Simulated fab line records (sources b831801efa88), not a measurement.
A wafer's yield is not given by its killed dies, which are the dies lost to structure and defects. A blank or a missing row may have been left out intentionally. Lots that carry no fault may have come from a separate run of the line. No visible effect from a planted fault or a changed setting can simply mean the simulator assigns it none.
fab line records	flow sky130
record: lots: 10	wafers: 30	last-day: 50
route steps=708 shown METAL2@485 CAPM@551 METAL3@566 VIA3@594 PAD_OPEN@708
lots that met no fault: taken from a fault-free run of the same line
start-h: hours from the record's first day to the start of the lot's first wafer shown	wait-h: how many hours have passed since the lot's step before this one	" repeats the value in the row above	L1.1+2: a single row standing in for several wafers	- no value present, or no start provided	* or withheld: withheld	< > ~ a bound
route shown NAME@n: names a module that has steps shown in the file, with the first one's number in the route	usual: mean/standard deviation of fault-free wafers	same: alike in all rows	chamber/n: place in a boat	sites: readings site by site	_std_site: the values' standard deviation	_edge_site: mean of outer sites minus mean of inner sites	radius-mm: for every site, how far away it sits from the centre of the wafer	mask NAME#n: copy n	behind: the last tool/chamber to shape the wafer	hold: cause of the lot's hold/its duration in hours/its outcome	device: transistor that didn't switch, given as n, p or np	end of line: the same wafers' tests at the end of the route	a step without rows: its recipe alone	killed: count of dies lost to structure and defects at first sort (not the wafer's yield)	map: a wafer's dies, marking killed ones x, the rest . and places with no die _
set.NAME: the setting as run; set.NAME@STEP: as run at that earlier step	model.NAME: the simulator's own value behind a step, which no gauge read
route steps across a sampled set of lots; one table per step, one row per wafer
services: from which hour (start-h, from the record's first day; less than 0 if before it) a tool's chamber was out of use, for how many hours, and why
== steps ==
step: SKY_METAL2_SPUTTER_02
recipe: material: AlCu	target-thk-nm: 250	power-w: 10600	time-s: 13.3	chamber-pressure-pa: 0.4
usual: cathode-dc-power-W: 10600/1.9	throttle-valve-pct: 29.6/1.4
lot.wafer	tool	chamber	start-h	wait-h	cathode-dc-power-W	throttle-valve-pct
L354.4	pvd-sputter-02	-	810.97	0.0	10599	30.8
L354.5	"	-	"	"	10602	30.6
L354.6	"	-	"	"	10600	28.4
L358.2	pvd-sputter-02	-	854.13	0.0	10601	28.5
L358.4	"	-	"	"	10599	30.7
L358.6	"	-	"	"	10602	30.6
L357.2	pvd-sputter-02	-	855.00	0.0	10600	29.2
L357.5	"	-	"	"	10601	30.8
L357.6	"	-	"	"	10600	28.3
L359.1	pvd-sputter-02	-	861.96	0.0	10604	28.6
L359.2	"	-	"	"	10601	29.4
L359.4	"	-	"	"	10600	30.6
L363.1	pvd-sputter-04	-	890.34	0.0	10600	28.3
L363.3	"	-	"	"	10597	29.4
L363.6	"	-	"	"	10600	28.5
L365.1	pvd-sputter-04	-	906.27	0.0	10600	28.6
L365.3	"	-	"	"	10602	29.5
L365.5	"	-	"	"	10601	32.1
L366.3	pvd-sputter-04	-	923.63	0.0	10598	29.0
L366.5	"	-	"	"	10602	32.2
L366.6	"	-	"	"	10599	28.4
L368.3	pvd-sputter-01	-	928.66	0.0	10599	30.3
L368.4	"	-	"	"	10601	29.7
L368.6	"	-	"	"	10601	29.6
L373.1	pvd-sputter-02	-	960.81	0.0	10601	28.7
L373.3	"	-	"	"	10600	30.8
L373.4	"	-	"	"	10599	28.2
L374.1	pvd-sputter-04	-	962.28	0.0	10600	29.2
L374.3	"	-	"	"	10599	28.7
L374.5	"	-	"	"	10605	28.5
step: SKY_CAPM_STRIP_14
recipe: chemistry: O2/N2	power-w: 1400	pressure-mtorr: 1500	platen-temp-c: withheld	o2-flow-sccm: 3000	n2-flow-sccm: 300	overash-fraction: 0.5
usual: drypump-motor-current-A: 5.7/0.45	oes-product-au: 0.711/0.0048	strip-time-to-endpoint-s: 12.65/0.046
same: overash-fraction: 0.5
lot.wafer	tool	chamber	start-h	wait-h	drypump-motor-current-A	oes-product-au	rf-hours-counter-h	strip-time-to-endpoint-s
L354.4	plasma-asher-01	1	892.17	0.1	5.5	0.713	-	12.60
L354.5	"	1	"	"	5.5	0.711	-	12.60
L354.6	"	0	"	"	5.2	0.707	-	12.65
L358.2	plasma-asher-04	0	935.20	0.1	5.7	0.705	81	12.65
L358.4	"	0	"	"	5.6	0.713	-	12.63
L358.6	"	1	"	"	5.8	0.715	-	12.64
L357.2	plasma-asher-03	1	935.47	0.1	5.4	0.713	18	12.68
L357.5	"	1	"	"	5.4	0.710	-	12.67
L357.6	"	0	"	"	6.4	0.709	-	12.61
L359.1	plasma-asher-04	1	940.29	0.1	5.8	0.715	82	12.60
L359.2	"	0	"	"	5.6	0.710	82	12.61
L359.4	"	0	"	"	5.6	0.707	-	12.58
L363.1	plasma-asher-03	1	967.79	0.1	5.4	0.711	21	12.60
L363.3	"	0	"	"	6.4	0.704	-	12.60
L363.6	"	1	"	"	5.4	0.708	-	12.64
L365.1	plasma-asher-04	0	983.49	0.1	5.6	0.707	86	12.64
L365.3	"	0	"	"	5.6	0.709	-	12.62
L365.5	"	0	"	"	5.6	0.707	-	12.60
L366.3	plasma-asher-01	0	999.77	0.1	5.2	0.704	-	12.67
L366.5	"	1	"	"	5.4	0.704	-	12.68
L366.6	"	0	"	"	5.2	0.714	-	12.71
L368.3	plasma-asher-03	1	1003.07	0.1	5.4	0.709	-	12.70
L368.4	"	0	"	"	6.4	0.708	-	12.62
L368.6	"	0	"	"	6.4	0.707	-	12.69
L373.1	plasma-asher-03	1	1033.61	0.1	5.4	0.706	28	12.57
L373.3	"	0	"	"	6.5	0.700	-	12.57
L373.4	"	1	"	"	5.4	0.722	-	12.58
L374.1	plasma-asher-01	1	1037.54	0.1	5.5	0.713	58	12.64
L374.3	"	0	"	"	5.2	0.723	-	12.63
L374.5	"	1	"	"	5.4	0.713	-	12.61
step: SKY_METAL3_ETCH_16
recipe: chemistry: N2/H2	target: BARC	ion-energy-ev: 200	bias-w: 100	pressure-mtorr: 30	n2-flow-sccm: 100	h2-flow-sccm: 200	icp-w: 500	stop-on: SiO2	time-s: 88.2	target-depth-a: 600
usual: bias-w: 99.98/0.27	drypump-motor-current-A: 6.3/0.37	h2-flow-sccm: 200.0/0.64	oes-product-au: 0.626/0.0039	throttle-valve-pct: 13.205/0.0081
lot.wafer	tool	chamber	start-h	wait-h	bias-w	drypump-motor-current-A	h2-flow-sccm	oes-product-au	rf-hours-counter-h	throttle-valve-pct
L354.4	rie-metal-01	0	918.53	0.0	99.82	6.2	200.1	0.623	-	13.205
L354.5	"	1	"	"	99.99	6.0	200.9	0.631	-	13.210
L354.6	"	0	"	"	100.01	6.2	200.4	0.619	-	13.213
L358.2	rie-metal-02	1	960.51	0.0	99.63	6.6	199.0	0.633	6	13.216
L358.4	"	0	"	"	99.75	6.3	198.8	0.627	-	13.203
L358.6	"	0	"	"	100.23	6.3	199.8	0.630	-	13.206
L357.2	rie-metal-03	1	960.60	0.0	100.07	6.8	200.2	0.628	11	13.194
L357.5	"	1	"	"	99.94	6.8	200.1	0.620	-	13.197
L357.6	"	0	"	"	99.89	5.7	200.7	0.625	-	13.215
L359.1	rie-metal-01	1	966.05	0.0	99.42	5.9	199.1	0.633	10	13.203
L359.2	"	0	"	"	99.67	6.3	201.3	0.624	14	13.205
L359.4	"	1	"	"	100.06	5.9	200.9	0.621	-	13.210
L363.1	rie-metal-03	0	992.05	0.0	99.95	5.7	201.8	0.628	10	13.193
L363.3	"	1	"	"	100.08	6.8	199.7	0.617	-	13.206
L363.6	"	1	"	"	100.40	6.8	199.3	0.624	-	13.207
L365.1	rie-metal-02	1	1007.15	0.0	100.08	6.6	200.4	0.630	9	13.200
L365.3	"	0	"	"	99.78	6.3	200.1	0.626	-	13.214
L365.5	"	0	"	"	99.96	6.2	201.3	0.629	-	13.208
L366.3	rie-metal-01	0	1022.73	0.0	100.28	6.3	200.0	0.629	-	13.214
L366.5	"	1	"	"	100.26	5.9	199.6	0.624	-	13.204
L366.6	"	0	"	"	99.77	6.2	200.2	0.625	-	13.198
L368.3	rie-metal-02	1	1025.78	0.0	99.96	6.6	199.3	0.631	-	13.212
L368.4	"	0	"	"	99.76	6.2	199.6	0.623	-	13.212
L368.6	"	1	"	"	99.74	6.5	199.2	0.629	-	13.189
L373.1	rie-metal-03	1	1056.70	0.0	99.94	6.8	199.8	0.624	16	13.208
L373.3	"	1	"	"	100.29	6.8	199.0	0.620	-	13.210
L373.4	"	0	"	"	100.13	5.7	199.9	0.627	-	13.193
L374.1	rie-metal-01	1	1060.21	0.0	99.54	5.9	200.8	0.630	16	13.202
L374.3	"	0	"	"	100.12	6.2	199.8	0.631	-	13.204
L374.5	"	0	"	"	99.90	6.3	200.5	0.628	-	13.195
step: SKY_VIA3_CVD_21
recipe: material: W	target-thk-nm: 390	time-s: 117.31	temp-c: 400	pressure-torr: 40
usual: chamber-pressure-Torr: 40.00/0.082	heater-power-outer-w: 553/43	heater-power-w: 906/29
lot.wafer	tool	chamber	start-h	wait-h	chamber-pressure-Torr	heater-power-outer-w	heater-power-w
L354.4	cvd-w-02	0	945.50	0.1	39.98	523	894
L354.5	"	0	"	"	40.06	510	897
L354.6	"	1	"	"	40.15	545	909
L358.2	cvd-w-02	1	987.06	0.0	-	-	-
L358.4	"	1	"	"	-	-	-
L358.6	"	0	"	"	-	-	-
L357.2	cvd-w-01	0	987.15	0.0	-	-	-
L357.5	"	1	"	"	-	-	-
L357.6	"	0	"	"	-	-	-
L359.1	cvd-w-01	1	991.86	0.0	-	-	-
L359.2	"	0	"	"	-	-	-
L359.4	"	1	"	"	-	-	-
L363.1	cvd-w-02	0	1016.91	0.0	39.85	526	891
L363.3	"	1	"	"	39.89	557	916
L363.6	"	0	"	"	39.98	519	891
L365.1	cvd-w-02	1	1033.14	0.0	40.01	552	917
L365.3	"	1	"	"	39.99	557	880
L365.5	"	0	"	"	40.08	531	873
L366.3	cvd-w-02	0	1047.30	0.1	39.97	538	877
L366.5	"	0	"	"	40.01	521	911
L366.6	"	1	"	"	40.03	551	900
L368.3	cvd-w-02	1	1050.59	0.1	40.03	539	908
L368.4	"	0	"	"	40.02	541	904
L368.6	"	0	"	"	40.01	529	906
L373.1	cvd-w-01	0	1080.16	0.0	40.04	623	960
L373.3	"	0	"	"	40.07	622	965
L373.4	"	1	"	"	39.93	528	882
L374.1	cvd-w-02	1	1083.43	0.0	40.07	544	923
L374.3	"	0	"	"	40.06	539	914
L374.5	"	0	"	"	39.88	527	891
step: SKY_VIA3_RS_MEAS_22
recipe: thk-meas-gauge: four-point-probe	reads: W_of_VIA3_CVD_21+TiN_of_VIA3_SPUTTER_20
usual: VIA3_W_RS: 0.296/0.0044
lot.wafer	tool	chamber	start-h	wait-h	VIA3_W_RS[ohm/sq]
L354.4	film-metro-02	-	945.64	0.1	0.295
L354.5	"	-	"	"	0.295
L354.6	"	-	"	"	0.293
L358.2	film-metro-02	-	987.20	0.1	58.914
L358.4	"	-	"	"	60.698
L358.6	"	-	"	"	59.337
L357.2	film-metro-03	-	987.29	0.1	58.748
L357.5	"	-	"	"	58.620
L357.6	"	-	"	"	58.113
L359.1	film-metro-02	-	991.98	0.1	56.947
L359.2	"	-	"	"	56.230
L359.4	"	-	"	"	58.291
L363.1	film-metro-03	-	1017.03	0.1	0.299
L363.3	"	-	"	"	0.298
L363.6	"	-	"	"	0.299
L365.1	film-metro-02	-	1033.26	0.1	0.297
L365.3	"	-	"	"	0.300
L365.5	"	-	"	"	0.283
L366.3	film-metro-01	-	1047.42	0.1	0.285
L366.5	"	-	"	"	0.282
L366.6	"	-	"	"	0.300
L368.3	film-metro-01	-	1050.71	0.1	0.300
L368.4	"	-	"	"	0.285
L368.6	"	-	"	"	0.285
L373.1	film-metro-02	-	1080.28	0.1	0.295
L373.3	"	-	"	"	0.297
L373.4	"	-	"	"	0.294
L374.1	film-metro-01	-	1083.55	0.1	0.296
L374.3	"	-	"	"	0.284
L374.5	"	-	"	"	0.288
step: SKY_VIA3_THK_MEAS_23
recipe: thk-meas-gauge: xrf	reads: W_of_VIA3_CVD_21
usual: VIA3_W_THK: 392/6.7
lot.wafer	tool	chamber	start-h	wait-h	VIA3_W_THK[nm]
L354.4	film-metro-02	-	945.73	0.1	392
L354.5	"	-	"	"	393
L354.6	"	-	"	"	395
L358.2	film-metro-02	-	987.31	0.1	-
L358.4	"	-	"	"	<0
L358.6	"	-	"	"	-
L357.2	film-metro-03	-	987.40	0.1	<0
L357.5	"	-	"	"	<0
L357.6	"	-	"	"	<0
L359.1	film-metro-02	-	992.10	0.1	<0
L359.2	"	-	"	"	-
L359.4	"	-	"	"	-
L363.1	film-metro-03	-	1017.15	0.1	383
L363.3	"	-	"	"	384
L363.6	"	-	"	"	383
L365.1	film-metro-02	-	1033.38	0.1	396
L365.3	"	-	"	"	394
L365.5	"	-	"	"	416
L366.3	film-metro-01	-	1047.52	0.1	402
L366.5	"	-	"	"	404
L366.6	"	-	"	"	384
L368.3	film-metro-01	-	1050.81	0.1	381
L368.4	"	-	"	"	398
L368.6	"	-	"	"	400
L373.1	film-metro-02	-	1080.40	0.1	391
L373.3	"	-	"	"	390
L373.4	"	-	"	"	393
L374.1	film-metro-01	-	1083.67	0.1	395
L374.3	"	-	"	"	412
L374.5	"	-	"	"	407
step: SKY_PAD_OPEN_PROBE_99
usual: defect-limited-yield: 82.6/1.9	killed_at_M0_to_M3: 42/7.1	killed_at_M4_up: 3.3/1.9	killed-at-contacts: 24/5	killed-at-front-end: 15/4.7	killed-at-other: 0.3/0.61	killed-dies: 86/9.6	killed-on-rim: 17/3.8	killed-open: 47/7.5	killed-short: 38/6.6	sort_bin_3_pad_short: 0.9/0.42	sort_bin_5_function: 10.2/1.5	sort_bin_6_memory: 6.3/1.1	sort-n-pass: 406/9.6	sort-yield-pct: 82.6/1.9
same: gross-dies: 492	killed-at-back-side: 0	sort_bin_4_leakage[%]: 0	sort_bin_8_speed[%]: 0
lot.wafer	tool	chamber	start-h	wait-h	defect-limited-yield[%]	killed_at_M0_to_M3	killed_at_M4_up	killed-at-contacts	killed-at-front-end	killed-at-other	killed-dies	killed-on-rim	killed-open	killed-short	sort_bin_3_pad_short[%]	sort_bin_5_function[%]	sort_bin_6_memory[%]	sort-n-pass	sort-yield-pct[%]
L358.2	prober-02	-	1124.39	0.1	0	451	2	19	20	0	492	96	39	44	1.0	91.7	7.3	0	0
L358.4	prober-02	-	1124.49	0.2	0	452	0	27	13	0	492	96	57	28	1.2	91.1	7.7	0	0
L358.6	prober-02	-	1124.59	0.2	0	444	1	30	17	0	492	96	48	39	0.6	92.5	6.9	0	0
L357.2	prober-01	-	1124.90	0.1	0	455	5	19	13	0	492	96	39	39	1.8	92.9	5.3	0	0
L357.5	prober-01	-	1125.05	0.2	0	453	6	26	7	0	492	96	43	40	0.8	93.1	6.1	0	0
L357.6	prober-01	-	1125.10	0.2	0	458	5	19	9	1	492	96	43	40	0.6	91.9	7.5	0	0
L359.1	prober-02	-	1127.46	0.1	0	451	5	22	14	0	492	96	41	41	0.6	90.9	8.5	0	0
L359.2	prober-02	-	1127.51	0.1	0	457	2	18	14	1	492	96	43	37	1.4	92.9	5.7	0	0
L359.4	prober-02	-	1127.61	0.2	0	460	1	20	11	0	492	96	45	37	1.2	91.3	7.5	0	0
killed by level:class
L358.2 VIA3:area-cvd=409 METAL1:geometric-particle:short=9 FIELD_ISO:geometric-particle:open=6 VIA1:geometric-particle:open=6 VIA2:geometric-particle:open=6 VIA3:geometric-particle:open=6 CONTACT:geometric-particle:open=5 METAL2:geometric-particle:short=5
L358.4 VIA3:area-cvd=406 VIA1:geometric-particle:open=12 CONTACT:geometric-particle:open=12 LI_CONTACT:geometric-particle:open=9 VIA2:geometric-particle:open=9 METAL2:geometric-particle:short=5 POLY_GATE:geometric-particle:open=4 METAL1:geometric-particle:short=4
L358.6 VIA3:area-cvd=405 CONTACT:geometric-particle:short=8 CONTACT:geometric-particle:open=8 FIELD_ISO:geometric-particle:open=7 METAL1:geometric-particle:short=7 VIA3:geometric-particle:open=7 LI_CONTACT:geometric-particle:open=6 VIA1:geometric-particle:open=5
L357.2 VIA3:area-cvd=414 CONTACT:geometric-particle:open=8 VIA1:geometric-particle:open=8 VIA1:geometric-particle:short=7 VIA2:geometric-particle:open=6 LI_CONTACT:geometric-particle:open=4 METAL2:geometric-particle:short=4 METAL4:geometric-particle:short=4
L357.5 VIA3:area-cvd=409 CONTACT:geometric-particle:open=12 VIA1:geometric-particle:open=8 VIA2:geometric-particle:open=8 METAL4:geometric-particle:short=6 METAL2:geometric-particle:short=6 METAL1:geometric-particle:short=5 POLY_GATE:geometric-particle:open=4
L357.6 VIA3:area-cvd=409 VIA1:geometric-particle:open=11 CONTACT:geometric-particle:open=8 VIA2:geometric-particle:open=7 LOCAL_INTERCONNECT:geometric-particle:short=5 METAL3:geometric-particle:short=5 VIA1:geometric-particle:short=4 METAL2:geometric-particle:short=4
L359.1 VIA3:area-cvd=410 METAL1:geometric-particle:short=10 CONTACT:geometric-particle:open=9 VIA1:geometric-particle:open=6 CONTACT:geometric-particle:short=5 VIA1:geometric-particle:short=5 METAL2:geometric-particle:short=5 FIELD_ISO:geometric-particle:open=4
L359.2 VIA3:area-cvd=412 VIA3:geometric-particle:open=10 METAL1:geometric-particle:short=8 VIA1:geometric-particle:open=8 FIELD_ISO:geometric-particle:short=7 LI_CONTACT:geometric-particle:open=6 VIA2:geometric-particle:open=6 CONTACT:geometric-particle:open=5
L359.4 VIA3:area-cvd=410 VIA3:geometric-particle:open=13 VIA1:geometric-particle:open=7 CONTACT:geometric-particle:short=6 CONTACT:geometric-particle:open=6 METAL2:geometric-particle:short=6 POLY_GATE:geometric-particle:open=5 METAL1:geometric-particle:short=5
== services ==
tool	chamber	start-h	hours	kind
plasma-asher-01	-	795.86	19.7	repair
pvd-sputter-02	-	802.63	1.2	repair
plasma-asher-03	-	807.92	1.5	repair
plasma-asher-03	-	849.57	1.6	repair
pvd-sputter-02	-	862.50	4.1	repair
cvd-w-02	-	864.74	3.9	repair
plasma-asher-03	-	896.06	14.6	pm
plasma-asher-01	-	901.72	17.5	repair
cvd-w-01	-	904.00	14.0	pm
pvd-sputter-04	-	909.22	0.7	repair
cvd-w-02	1	916.64	7.3	repair
rie-metal-02	-	918.40	0.3	repair
pvd-sputter-01	-	950.17	5.7	repair
rie-metal-02	-	965.69	2.8	pm
plasma-asher-01	-	966.48	3.2	repair
pvd-sputter-01	-	971.69	7.0	repair
pvd-sputter-02	-	990.41	23.1	repair
plasma-asher-01	-	994.69	2.8	pm
pvd-sputter-01	-	994.80	1.1	repair
rie-metal-01	0	1026.41	19.1	repair
plasma-asher-01	-	1044.18	28.1	pm
rie-metal-02	-	1046.61	0.5	repair
cvd-w-01	0	1069.17	7.1	repair
plasma-asher-04	-	1074.89	2.0	repair
== key ==
first-sign: step: SKY_VIA3_CVD_21	reading: tool-record	direction: missing
effect: step: SKY_VIA3_RS_MEAS_22	reading: VIA3_W_RS	direction: up	sigmas: 99+	usual: 0.296	struck: 58.433
effect: step: SKY_VIA3_THK_MEAS_23	reading: VIA3_W_THK	direction: down	sigmas: 59	usual: 392	struck: <0
effect: step: SKY_PAD_OPEN_PROBE_99	reading: killed_at_M0_to_M3	direction: up	sigmas: 58	usual: 42	struck: 453
more-kills-born-at: SKY_VIA3_CVD_21@cvd-w-01: 2456	SKY_VIA3_CVD_21@cvd-w-02: 1219
met-at SKY_VIA3_CVD_21
struck-lots L357,L358,L359
later-rows-left-out L357.2,L357.5,L357.6,L358.2,L358.4,L358.6,L359.1,L359.2,L359.4
not-acting-at SKY_METAL2_SPUTTER_02,SKY_CAPM_STRIP_14,SKY_METAL3_ETCH_16
onset-between 945.50 987.06
fault: kind: skipped-step-whole	tool: cvd-w-01,cvd-w-02	chamber: -	onset-h: 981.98	steps: SKY_VIA3_CVD_21	scope: struck-lots-only
later-rows-left-out: the simulator's readings of these wafers behind a module that went badly wrong aren't trusted and aren't shown, but for the sort
